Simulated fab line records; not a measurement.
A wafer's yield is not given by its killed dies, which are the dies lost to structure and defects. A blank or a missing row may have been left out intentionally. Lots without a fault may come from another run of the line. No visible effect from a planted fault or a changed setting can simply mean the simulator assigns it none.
The tool behind it: which one? | flow gf180mcu | 36 wafers from 12 lots sampled at 6 of the route's 602 steps

== WHAT EACH GAUGE READ, for each wafer ==
GF_VT_IMPLANT_OVL_MEAS_29.
lot  | measured     | on         | VT_IMPLANT_02_OVL (nm)
L774 | day 6 18:19  | overlay-02 | 2.6 0.3 1.5
L775 | day 7 04:26  | overlay-01 | -0.3 -0.1 -0.4
L776 | day 7 09:01  | overlay-01 | 2.3 0.1 1.1
L777 | day 7 15:55  | overlay-02 | -0.9 -2.9 -0.9
L778 | day 7 20:49  | overlay-02 | 0.7 0.3 -1.1
L783 | day 9 08:28  | overlay-01 | -0.9 -1.7 -0.2
L786 | day 10 02:28 | overlay-02 | 0.7 0.1 -0.1
L789 | day 11 01:10 | overlay-02 | -0.2 -1.9 -0.3
L790 | day 11 04:24 | overlay-02 | 2.5 2.3 1.7
L795 | day 12 13:10 | overlay-01 | -0.5 0.4 -0.3
L796 | day 12 18:54 | overlay-01 | 0.5 2.3 1.5
L797 | day 13 06:40 | overlay-01 | -0.1 0.1 1.3

GF_VT_IMPLANT_RS_MEAS_48: measurement is done with a four-point probe.
lot  | measured     | on            | LVPWELL_RS (ohm/sq)
L774 | day 7 11:21  | film_metro-04 | 1195.0 1197.2 1195.5
L775 | day 7 21:18  | film_metro-01 | 1197.0 1197.0 1196.8
L776 | day 8 02:10  | film_metro-03 | 1195.4 1193.7 1199.3
L777 | day 8 09:34  | film_metro-03 | 1195.9 1198.8 1193.8
L778 | day 8 13:57  | film_metro-01 | 1193.1 1193.5 1194.5
L783 | day 10 02:47 | film_metro-04 | 1198.9 1199.1 1201.2
L786 | day 10 20:41 | film_metro-03 | 1199.7 1197.5 1199.7
L789 | day 11 20:17 | film_metro-04 | 1199.2 1197.2 1197.5
L790 | day 11 23:40 | film_metro-03 | 1196.0 1194.5 1195.7
L795 | day 13 09:50 | film_metro-04 | 1196.8 1197.1 1196.9
L796 | day 13 15:34 | film_metro-04 | 1193.2 1193.3 1192.9
L797 | day 14 03:41 | film_metro-03 | 1193.1 1192.0 1193.1

GF_POLY_GATE_CD_MEAS_10: target cd 280 nm.
lot  | measured     | on        | cd_nm (nm)
L774 | day 9 03:46  | cd_sem-02 | 279.9 279.4 279.5
L775 | day 9 11:43  | cd_sem-01 | 280.5 279.5 281.4
L776 | day 9 18:37  | cd_sem-01 | 277.9 279.1 278.7
L777 | day 10 01:35 | cd_sem-01 | 280.3 279.7 281.0
L778 | day 10 06:05 | cd_sem-01 | 279.5 279.0 279.6
L783 | day 11 22:27 | cd_sem-02 | 241.7 241.8 241.6
L786 | day 12 14:59 | cd_sem-01 | 248.8 249.2 247.7
L789 | day 13 16:30 | cd_sem-01 | 281.3 281.8 282.0
L790 | day 13 22:10 | cd_sem-02 | 280.0 279.8 280.4
L795 | day 15 09:53 | cd_sem-01 | 279.5 278.6 279.8
L796 | day 15 14:09 | cd_sem-02 | 277.8 278.6 279.6
L797 | day 16 05:18 | cd_sem-02 | 280.3 281.7 280.4

GF_POLY_GATE_CD_MEAS_18.
lot  | measured     | on        | cd_nm (nm)
L774 | day 9 05:30  | cd_sem-01 | 274.6 279.4 279.4
L775 | day 9 14:02  | cd_sem-02 | 281.0 279.7 282.2
L776 | day 9 21:52  | cd_sem-02 | 277.2 275.4 278.6
L777 | day 10 03:19 | cd_sem-02 | 279.2 278.4 281.9
L778 | day 10 10:13 | cd_sem-01 | 277.3 275.8 279.7
L783 | day 12 00:10 | cd_sem-01 | 242.0 240.5 240.9
L786 | day 12 16:43 | cd_sem-01 | 246.6 248.2 246.5
L789 | day 13 18:43 | cd_sem-01 | 282.2 282.8 280.8
L790 | day 14 00:57 | cd_sem-02 | 277.7 277.6 280.2
L795 | day 15 13:20 | cd_sem-01 | 282.7 278.9 281.7
L796 | day 15 17:21 | cd_sem-01 | 275.4 275.6 276.0
L797 | day 16 07:49 | cd_sem-02 | 277.9 279.6 277.2

== WHICH TOOL RAN EACH LOT (tool, then ch and the chambers of the sampled wafers, then the start) ==
lot  | GF_VT_IMPLANT_STRIP_09               | GF_POLY_GATE_SOFTBAKE_06
L774 | plasma_asher-01 ch 0,1, day 5 12:12  | litho_track-01 ch 0, day 8 19:00
L775 | plasma_asher-04 ch 0,1, day 5 20:54  | litho_track-03 ch 0, day 9 03:00
L776 | plasma_asher-03 ch 0,1, day 6 02:12  | litho_track-01 ch 0, day 9 10:00
L777 | plasma_asher-04 ch 0, day 6 08:21    | litho_track-03 ch 0, day 9 16:00
L778 | plasma_asher-03 ch 0,1, day 6 12:50  | litho_track-04 ch 0, day 9 21:00
L783 | plasma_asher-03 ch 0,1, day 7 23:11  | litho_track-04 ch 0, day 11 12:00
L786 | plasma_asher-04 ch 0,1, day 8 16:09  | litho_track-04 ch 0, day 12 05:00
L789 | plasma_asher-03 ch 0,1, day 9 14:08  | litho_track-01 ch 0, day 13 06:00
L790 | plasma_asher-03 ch 0,1, day 9 16:51  | litho_track-03 ch 0, day 13 11:00
L795 | plasma_asher-03 ch 0,1, day 10 23:35 | litho_track-04 ch 0, day 14 22:00
L796 | plasma_asher-01 ch 0,1, day 11 06:41 | litho_track-01 ch 0, day 15 03:00
L797 | plasma_asher-01 ch 0,1, day 11 16:06 | litho_track-01 ch 0, day 15 17:00
- GF_VT_IMPLANT_STRIP_09: strips in O2/N2.
- GF_POLY_GATE_SOFTBAKE_06: time 60 s.

== AS READ BY THE TOOLS THEMSELVES (means over the sampled wafers that have a number; for cases with no such wafer, the mark the record gives instead) ==
GF_VT_IMPLANT_STRIP_09.
lot  | tool            | chamber_pressure_mTorr (mTorr) | drypump_motor_current_A (A) | heater_power_w (W) | oes_product_au (a.u.) | strip_time_to_endpoint_s (s)
L774 | plasma_asher-01 | 1499.0                         | 5.7                         | 338                | 0.714                 | 12.66
L775 | plasma_asher-04 | 1500.0                         | 5.2                         | 337                | 0.719                 | 12.65
L776 | plasma_asher-03 | 1501.8                         | 5.6                         | 299                | 0.714                 | 12.60
L777 | plasma_asher-04 | 1499.8                         | 5.2                         | 322                | 0.714                 | 12.61
L778 | plasma_asher-03 | 1500.3                         | 5.6                         | 296                | 0.716                 | 12.61
L783 | plasma_asher-03 | 1500.7                         | 6.0                         | 310                | 0.716                 | 12.68
L786 | plasma_asher-04 | 1499.4                         | 5.2                         | 335                | 0.719                 | 12.60
L789 | plasma_asher-03 | 1500.2                         | 6.0                         | 310                | 0.718                 | 12.69
L790 | plasma_asher-03 | 1500.9                         | 5.6                         | 296                | 0.720                 | 12.62
L795 | plasma_asher-03 | 1499.8                         | 6.0                         | 312                | 0.716                 | 12.62
L796 | plasma_asher-01 | 1499.9                         | 5.7                         | 344                | 0.717                 | 12.64
L797 | plasma_asher-01 | 1499.1                         | 5.7                         | 337                | 0.722                 | 12.61

GF_POLY_GATE_SOFTBAKE_06.
lot  | tool           | heater_power_total_W (W) | plate_temp_C (C)
L774 | litho_track-01 | 93.02                    | 129.98
L775 | litho_track-03 | 93.04                    | 130.21
L776 | litho_track-01 | 93.06                    | 130.05
L777 | litho_track-03 | 93.01                    | 129.93
L778 | litho_track-04 | 93.01                    | 129.94
L783 | litho_track-04 | 103.55                   | 140.96
L786 | litho_track-04 | 103.47                   | 140.95
L789 | litho_track-01 | 93.05                    | 129.97
L790 | litho_track-03 | 93.10                    | 130.24
L795 | litho_track-04 | 93.06                    | 130.07
L796 | litho_track-01 | 93.11                    | 129.95
L797 | litho_track-01 | 93.06                    | 130.19

== THE ANSWER, worked out from the rows above alone ==
Rule: usual is defined by the lots themselves. The widest of any qualifying gaps counts: lots, ordered by their means at a reading, are off when they make up no more than a third of the lots, leave a main group of 4 or more, and stand apart from it by 3 or more times the standard deviation of that group's means. If all means in a main group match to the digits the tables above print for the reading, that group is not used. A lot without any number at a reading at which 4 lots or more have one is off too. Any other lot the step has rows for is counted as sound. First the gauges in route order, then the tools' own readings, where a lot's mean is used as printed above. The first step at which some lot is off is used, and at that step the reading that is off furthest; a lot without a number counts as furthest.
Off, at GF_POLY_GATE_CD_MEAS_10 on cd_nm: L783, L786. Main group: mean 279.9 nm, sd 0.93.
If a tool, at a process step before that reading, ran all the lots that are off and no sound lot after the first of them, it fits. The gauges at GF_POLY_GATE_CD_MEAS_10 aren't tried: what is off there is off at GF_POLY_GATE_SOFTBAKE_06 too, on other tools, and a gauge's error can't cause that. No candidate that was tried fits.

== WHAT THE SIMULATOR PUT IN ==
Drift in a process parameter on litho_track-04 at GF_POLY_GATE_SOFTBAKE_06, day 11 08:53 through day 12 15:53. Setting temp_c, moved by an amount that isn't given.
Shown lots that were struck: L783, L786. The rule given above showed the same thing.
